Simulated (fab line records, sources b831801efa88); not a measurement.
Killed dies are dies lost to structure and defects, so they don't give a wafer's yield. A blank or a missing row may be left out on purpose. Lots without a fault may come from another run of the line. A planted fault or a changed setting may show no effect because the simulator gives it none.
Which tool did it? | flow gf180mcu | 11 lots, 33 wafers sampled, at 5 steps of a route of 602

WHAT THE GAUGES READ, wafer by wafer
GF_NSD_OVL_MEAS_08.
lot  | measured     | on         | NSD_OVL (nm)
L464 | day 13 20:09 | overlay-01 | 0.5 -0.5 -0.6
L467 | day 14 14:30 | overlay-01 | -2.2 -1.7 0.1
L468 | day 15 01:22 | overlay-02 | 0.3 -1.2 -0.1
L477 | day 18 04:21 | overlay-02 | -2.5 -2.1 -2.1
L478 | day 18 09:44 | overlay-02 | 1.3 1.8 0.4
L479 | day 18 21:51 | overlay-01 | -2.6 -1.8 -1.5
L480 | day 19 04:30 | overlay-01 | 1.1 0.4 -0.5
L481 | day 19 11:12 | overlay-01 | -1.8 1.3 0.5
L482 | day 19 22:28 | overlay-01 | -4.2 -3.5 -2.7
L483 | day 20 07:49 | overlay-01 | -1.9 -1.2 -1.0
L485 | day 21 01:07 | overlay-01 | -1.9 -2.0 -3.1

GF_CONTACT_RS_MEAS_25: measures by four-point-probe.
lot  | measured     | on            | CONTACT_W_RS (ohm/sq)
L464 | day 16 16:04 | film_metro-02 | 0.389 0.386 0.389
L467 | day 17 12:02 | film_metro-03 | 0.700 0.699 0.708
L468 | day 17 23:26 | film_metro-02 | 0.691 0.686 0.692
L477 | day 21 08:41 | film_metro-02 | 0.381 0.377 0.382
L478 | day 21 13:29 | film_metro-04 | 0.377 0.378 0.377
L479 | day 22 01:56 | film_metro-02 | 0.379 0.381 0.381
L480 | day 22 08:08 | film_metro-02 | 0.383 0.381 0.380
L481 | day 22 14:42 | film_metro-03 | 0.377 0.371 0.374
L482 | day 23 00:05 | film_metro-02 | 0.382 0.382 0.382
L483 | day 23 10:13 | film_metro-03 | 0.384 0.384 0.387
L485 | day 24 02:26 | film_metro-04 | 0.381 0.387 0.382

GF_CONTACT_THK_MEAS_26: measures by xrf.
lot  | measured     | on            | CONTACT_W_THK (nm)
L464 | day 16 16:11 | film_metro-02 | 294 296 292
L467 | day 17 12:09 | film_metro-03 | 165 165 164
L468 | day 17 23:33 | film_metro-02 | 168 169 167
L477 | day 21 08:47 | film_metro-02 | 299 301 297
L478 | day 21 13:36 | film_metro-04 | 304 301 304
L479 | day 22 02:04 | film_metro-02 | 302 299 298
L480 | day 22 08:15 | film_metro-02 | 297 298 299
L481 | day 22 14:49 | film_metro-03 | 303 309 305
L482 | day 23 00:11 | film_metro-02 | 298 297 298
L483 | day 23 10:20 | film_metro-03 | 300 299 296
L485 | day 24 02:32 | film_metro-04 | 297 293 296

WHICH TOOL RAN EACH LOT (tool, then ch and the chambers of the sampled wafers, then the start)
lot  | GF_VT_IMPLANT_STRIP_31               | GF_CONTACT_CVD_24
L464 | plasma_asher-04 ch 0,1, day 7 04:14  | cvd_w-02 ch 1, day 16 15:58
L467 | plasma_asher-02 ch 0,1, day 7 22:31  | cvd_w-01 ch 0,1, day 17 11:55
L468 | plasma_asher-03 ch 1, day 8 05:10    | cvd_w-01 ch 0,1, day 17 23:19
L477 | plasma_asher-04 ch 0,1, day 10 15:56 | cvd_w-01 ch 0,1, day 21 08:34
L478 | plasma_asher-02 ch 0,1, day 10 22:41 | cvd_w-01 ch 0,1, day 21 13:23
L479 | plasma_asher-02 ch 0,1, day 11 06:49 | cvd_w-01 ch 0,1, day 22 01:50
L480 | plasma_asher-02 ch 0,1, day 11 12:11 | cvd_w-01 ch 0,1, day 22 08:02
L481 | plasma_asher-02 ch 0,1, day 11 18:17 | cvd_w-01 ch 0,1, day 22 14:35
L482 | plasma_asher-02 ch 0,1, day 12 01:02 | cvd_w-02 ch 0,1, day 22 23:59
L483 | plasma_asher-04 ch 0,1, day 12 09:49 | cvd_w-02 ch 0,1, day 23 10:07
L485 | plasma_asher-02 ch 0,1, day 12 20:58 | cvd_w-02 ch 0,1, day 24 02:19
- GF_VT_IMPLANT_STRIP_31: strips in O2/N2.
- GF_CONTACT_CVD_24: deposits W, target thk 300 nm, time 90.339 s.

WHAT THE TOOLS THEMSELVES READ (means of the sampled wafers that have a number; where no wafer has one, the mark that the record gives instead)
GF_VT_IMPLANT_STRIP_31.
lot  | tool            | drypump_motor_current_A (A) | heater_power_w (W) | oes_product_au (a.u.) | strip_time_to_endpoint_s (s)
L464 | plasma_asher-04 | 5.39                        | 355                | 0.719                 | 12.63
L467 | plasma_asher-02 | 6.03                        | 335                | 0.714                 | 12.60
L468 | plasma_asher-03 | 5.71                        | 334                | 0.711                 | 12.65
L477 | plasma_asher-04 | 5.44                        | 337                | 0.715                 | 12.63
L478 | plasma_asher-02 | 5.98                        | 336                | 0.715                 | 12.62
L479 | plasma_asher-02 | 6.02                        | 334                | 0.716                 | 12.67
L480 | plasma_asher-02 | 5.96                        | 336                | 0.717                 | 12.61
L481 | plasma_asher-02 | 6.04                        | 333                | 0.715                 | 12.61
L482 | plasma_asher-02 | 5.97                        | 333                | 0.717                 | 12.66
L483 | plasma_asher-04 | 5.43                        | 334                | 0.717                 | 12.60
L485 | plasma_asher-02 | 5.98                        | 335                | 0.716                 | 12.60

GF_CONTACT_CVD_24.
lot  | tool     | heater_power_outer_w (W) | heater_power_w (W) | susceptor_temp_C (C)
L464 | cvd_w-02 | 546                      | 860                | 399.88
L467 | cvd_w-01 | 432                      | 718                | 369.43
L468 | cvd_w-01 | 432                      | 702                | 369.67
L477 | cvd_w-01 | 538                      | 878                | 400.06
L478 | cvd_w-01 | 540                      | 853                | 399.82
L479 | cvd_w-01 | 545                      | 867                | 400.05
L480 | cvd_w-01 | 534                      | 884                | 399.81
L481 | cvd_w-01 | 541                      | 886                | 399.83
L482 | cvd_w-02 | 515                      | 840                | 400.01
L483 | cvd_w-02 | 514                      | 854                | 400.15
L485 | cvd_w-02 | 535                      | 876                | 400.07

THE ANSWER, worked out from the rows above alone
Rule: what is usual is taken from the lots themselves. Put in order of their means at a reading, lots are off if they are a third of the lots or fewer, leave a main group of 4 or more, and stand apart from it by a gap of 3 or more times the standard deviation of the main group's means; of several such gaps the widest counts. A main group whose means are all the same, to the digits that the tables above print for the reading, isn't used. A lot without any number at a reading at which 4 lots or more have one is off too. The other lots that the step has rows for count as sound. The gauges are gone through in route order, then the tools' own readings, and for those a lot's mean is taken as printed above. The first step at which some lot is off is used, and at that step the reading that is off furthest; a lot without a number counts as furthest.
Off: L467, L468, at GF_CONTACT_RS_MEAS_25 (CONTACT_W_RS). The main group: mean 0.381 ohm/sq, standard deviation 0.0039.
A tool fits if, at a process step before that reading, it ran every lot that is off, and no sound lot after the first of them. The gauges at GF_CONTACT_RS_MEAS_25 aren't tried: what is off there is off at GF_CONTACT_CVD_24 too, on other tools, and a gauge's error can't cause that. None of those tried fits.

WHAT THE SIMULATOR HAD PUT IN
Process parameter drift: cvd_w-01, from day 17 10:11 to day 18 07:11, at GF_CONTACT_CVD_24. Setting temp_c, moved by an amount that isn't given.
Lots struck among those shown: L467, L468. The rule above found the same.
